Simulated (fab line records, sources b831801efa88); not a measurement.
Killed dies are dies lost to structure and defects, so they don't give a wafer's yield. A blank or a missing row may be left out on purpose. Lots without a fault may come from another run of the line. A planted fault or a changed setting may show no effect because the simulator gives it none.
Chamber matching | flow sky130 | SKY_VIA3_CMP_02 on cmp-01: 4 sister chambers
The step polishes SiO2. 14 wafers are shown with their chamber, then 7 later ones without.

WAFERS WITH THEIR CHAMBER
wafer  | chamber | motor_current_A (A)
L813.1 | 3       | 13.4
L813.3 | 2       | 13.4
L813.5 | 1       | 12.0
L816.3 | 0       | 10.3
L816.5 | 3       | 13.3
L816.6 | 2       | 13.4
L817.4 | 2       | 13.0
L817.5 | 3       | 13.7
L817.6 | 2       | 13.1
L823.4 | 1       | 11.4
L823.5 | 1       | 11.4
L823.6 | 0       | 10.2
L827.3 | 3       | 14.1
L827.4 | 2       | 13.3

SIGNATURES (means of the wafers above)
reading         | chamber 0 | chamber 1 | chamber 2 | chamber 3 | scatter within a chamber
motor_current_A | 10.250    | 11.600    | 13.240    | 13.625    | 0.276
Rule: a wafer's distance from a chamber is the root of the sum, over the readings, of the square of ((its reading less the chamber's mean) divided by the reading's scatter). The wafer belongs to the nearest chamber; if the next one is less than 2 further off, it can't be placed. The scatter: the root of (the sum of the squares of (reading less its chamber's mean) over the shown wafers, divided by (wafers less chambers)).

WAFERS WITHOUT THEIR CHAMBER
wafer  | motor_current_A (A)
L827.6 | 13.2
L834.1 | 12.8
L834.2 | 10.5
L834.5 | 11.4
L831.3 | 14.1
L831.4 | 10.9
L831.5 | 11.6

WHICH CHAMBER EACH WENT THROUGH
wafer  | from the rows above     | in truth
L827.6 | can't be placed: 2 or 3 | 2
L834.1 | can't be placed: 2 or 3 | 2
L834.2 | 0                       | 0
L834.5 | 1                       | 1
L831.3 | can't be placed: 3 or 2 | 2
L831.4 | can't be placed: 0 or 1 | 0
L831.5 | 1                       | 1
Placed correctly: 3 of 7. Can't be placed from these rows: 4 (the true chamber is among the candidates in 4). Placed wrongly: 0.
